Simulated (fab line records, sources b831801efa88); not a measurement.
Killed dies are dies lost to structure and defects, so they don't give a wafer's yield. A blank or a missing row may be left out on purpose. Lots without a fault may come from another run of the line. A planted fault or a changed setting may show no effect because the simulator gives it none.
Which tool did it? | flow gf180mcu | 14 lots, 42 wafers sampled, at 4 steps of a route of 602

WHAT THE GAUGES READ, wafer by wafer
GF_STI_THK_MEAS_04.
lot  | measured    | on            | STI_CVD_03_THK (nm)
L921 | day 1 14:52 | film_metro-02 | 204.6 206.2 205.2
L923 | day 2 01:49 | film_metro-01 | 205.2 205.7 205.9
L924 | day 2 05:33 | film_metro-04 | 207.1 206.5 206.6
L925 | day 2 11:13 | film_metro-02 | 207.4 207.6 208.5
L926 | day 2 14:35 | film_metro-04 | 206.7 207.5 207.2
L927 | day 2 22:14 | film_metro-04 | 208.7 206.6 206.7
L928 | day 3 02:34 | film_metro-04 | 209.0 207.1 209.1
L929 | day 3 07:32 | film_metro-01 | 207.3 207.2 206.0
L930 | day 3 11:23 | film_metro-01 | 206.6 208.4 207.6
L932 | day 3 21:08 | film_metro-02 | 207.4 206.0 206.3
L937 | day 4 21:34 | film_metro-02 | 208.2 207.5 206.9
L940 | day 5 12:34 | film_metro-04 | 204.9 203.7 203.9
L943 | day 6 04:33 | film_metro-02 | 207.7 206.8 206.9
L944 | day 6 08:35 | film_metro-02 | 207.6 207.6 205.6

GF_VT_IMPLANT_RS_MEAS_46: measures by four-point-probe.
lot  | measured     | on            | MVSD_RS (ohm/sq)
L921 | day 7 14:11  | film_metro-02 | 456.6 458.4 456.5
L923 | day 8 11:20  | film_metro-03 | 456.4 456.4 454.9
L924 | day 8 18:20  | film_metro-02 | 456.1 457.5 455.9
L925 | day 8 19:08  | film_metro-03 | 456.9 456.4 457.4
L926 | day 8 23:39  | film_metro-03 | 455.2 456.8 454.9
L927 | day 9 12:44  | film_metro-03 | 456.0 456.8 456.8
L928 | day 9 17:57  | film_metro-04 | 457.8 457.4 459.0
L929 | day 10 02:33 | film_metro-03 | 457.9 455.6 456.3
L930 | day 10 07:42 | film_metro-03 | 456.2 456.0 456.4
L932 | day 10 20:05 | film_metro-02 | 455.0 455.6 454.7
L937 | day 12 03:05 | film_metro-04 | 456.0 455.1 457.3
L940 | day 13 02:21 | film_metro-02 | 457.0 456.7 457.2
L943 | day 14 04:16 | film_metro-04 | 457.4 457.7 458.1
L944 | day 14 12:37 | film_metro-03 | 455.7 455.8 454.6

WHICH TOOL RAN EACH LOT (tool, then ch and the chambers of the sampled wafers, then the start)
lot  | GF_STI_ETCH_14                  | GF_NWELL_STRIP_10
L921 | rie_si-02 ch 0,3, day 2 02:01   | plasma_asher-04 ch 0,1, day 3 07:11
L923 | rie_si-01 ch 0,1,2, day 2 14:49 | plasma_asher-01 ch 0,1, day 4 00:50
L924 | rie_si-02 ch 0,2,3, day 2 17:52 | plasma_asher-01 ch 0,1, day 4 04:41
L925 | rie_si-01 ch 0,2, day 2 23:19   | plasma_asher-03 ch 0,1, day 4 08:16
L926 | rie_si-01 ch 0,1,2, day 3 02:38 | plasma_asher-01 ch 0,1, day 4 09:52
L927 | rie_si-01 ch 2,3, day 3 10:42   | plasma_asher-01 ch 0,1, day 4 19:44
L928 | rie_si-01 ch 0,1,2, day 3 14:45 | plasma_asher-03 ch 0,1, day 5 00:26
L929 | rie_si-01 ch 0,3, day 3 20:48   | plasma_asher-03 ch 0, day 5 07:11
L930 | rie_si-02 ch 1,2,3, day 4 00:55 | plasma_asher-01 ch 0,1, day 5 10:41
L932 | rie_si-02 ch 0,1,3, day 4 11:07 | plasma_asher-04 ch 1, day 5 20:44
L937 | rie_si-02 ch 0,2,3, day 5 11:39 | plasma_asher-03 ch 0,1, day 6 23:11
L940 | rie_si-02 ch 2,3, day 6 03:48   | plasma_asher-01 ch 0,1, day 7 15:50
L943 | rie_si-02 ch 0,2,3, day 6 20:16 | plasma_asher-04 ch 0,1, day 8 15:35
L944 | rie_si-01 ch 2,3, day 7 01:00   | plasma_asher-04 ch 0,1, day 8 20:20
- GF_STI_ETCH_14: etches Si in HBr/Cl2/O2, target depth 360 nm, time 102.9 s.
- GF_NWELL_STRIP_10: strips in O2/N2.

WHAT THE TOOLS THEMSELVES READ (means of the sampled wafers that have a number; where no wafer has one, the mark that the record gives instead)
GF_STI_ETCH_14.
lot  | tool      | drypump_motor_current_A (A) | oes_product_au (a.u.) | rf_fwd_power_W (W) | throttle_valve_pct (%)
L921 | rie_si-02 | 5.6                         | 1.010                 | 595.1              | 25.652
L923 | rie_si-01 | 5.5                         | 1.006                 | 597.0              | 25.655
L924 | rie_si-02 | 5.5                         | 1.004                 | 596.9              | 25.656
L925 | rie_si-01 | 5.3                         | 1.015                 | 596.1              | 25.650
L926 | rie_si-01 | 5.5                         | 1.011                 | 596.7              | 25.653
L927 | rie_si-01 | 5.5                         | 1.044                 | 692.4              | 25.633
L928 | rie_si-01 | 5.5                         | 1.063                 | 692.9              | 25.612
L929 | rie_si-01 | 6.0                         | 1.059                 | 690.4              | 25.626
L930 | rie_si-02 | 5.6                         | 0.995                 | 596.5              | 25.659
L932 | rie_si-02 | 5.4                         | 0.991                 | 597.2              | 25.667
L937 | rie_si-02 | 5.5                         | 0.994                 | 597.4              | 25.662
L940 | rie_si-02 | 5.9                         | 1.008                 | 598.3              | 25.650
L943 | rie_si-02 | 5.5                         | 0.990                 | 597.1              | 25.677
L944 | rie_si-01 | 5.8                         | 1.005                 | 594.0              | 25.662

GF_NWELL_STRIP_10.
lot  | tool            | drypump_motor_current_A (A) | heater_power_w (W) | oes_product_au (a.u.) | strip_time_to_endpoint_s (s)
L921 | plasma_asher-04 | 5.4                         | 348                | 0.721                 | 37.06
L923 | plasma_asher-01 | 5.1                         | 368                | 0.729                 | 36.88
L924 | plasma_asher-01 | 5.1                         | 371                | 0.723                 | 36.89
L925 | plasma_asher-03 | 6.3                         | 335                | 0.720                 | 37.02
L926 | plasma_asher-01 | 5.1                         | 364                | 0.723                 | 36.94
L927 | plasma_asher-01 | 5.1                         | 372                | 0.720                 | 37.09
L928 | plasma_asher-03 | 6.2                         | 281                | 0.725                 | 36.91
L929 | plasma_asher-03 | 6.3                         | 380                | 0.718                 | 37.11
L930 | plasma_asher-01 | 5.3                         | 382                | 0.720                 | 37.05
L932 | plasma_asher-04 | 5.6                         | 343                | 0.723                 | 36.91
L937 | plasma_asher-03 | 6.3                         | 329                | 0.721                 | 36.94
L940 | plasma_asher-01 | 5.3                         | 375                | 0.719                 | 36.98
L943 | plasma_asher-04 | 5.3                         | 357                | 0.718                 | 37.01
L944 | plasma_asher-04 | 5.3                         | 355                | 0.725                 | 37.02

THE ANSWER, worked out from the rows above alone
Rule: what is usual is taken from the lots themselves. Put in order of their means at a reading, lots are off if they are a third of the lots or fewer, leave a main group of 4 or more, and stand apart from it by a gap of 3 or more times the standard deviation of the main group's means; of several such gaps the widest counts. A main group whose means are all the same, to the digits that the tables above print for the reading, isn't used. A lot without any number at a reading at which 4 lots or more have one is off too. The other lots that the step has rows for count as sound. The gauges are gone through in route order, then the tools' own readings, and for those a lot's mean is taken as printed above. The first step at which some lot is off is used, and at that step the reading that is off furthest; a lot without a number counts as furthest.
Off: L927, L928, L929, at GF_STI_ETCH_14 (rf_fwd_power_W). The main group: mean 596.6 W, standard deviation 1.1.
A tool fits if, at that step or a process step before it, it ran every lot that is off, and no sound lot after the first of them. None of those tried fits.

WHAT THE SIMULATOR HAD PUT IN
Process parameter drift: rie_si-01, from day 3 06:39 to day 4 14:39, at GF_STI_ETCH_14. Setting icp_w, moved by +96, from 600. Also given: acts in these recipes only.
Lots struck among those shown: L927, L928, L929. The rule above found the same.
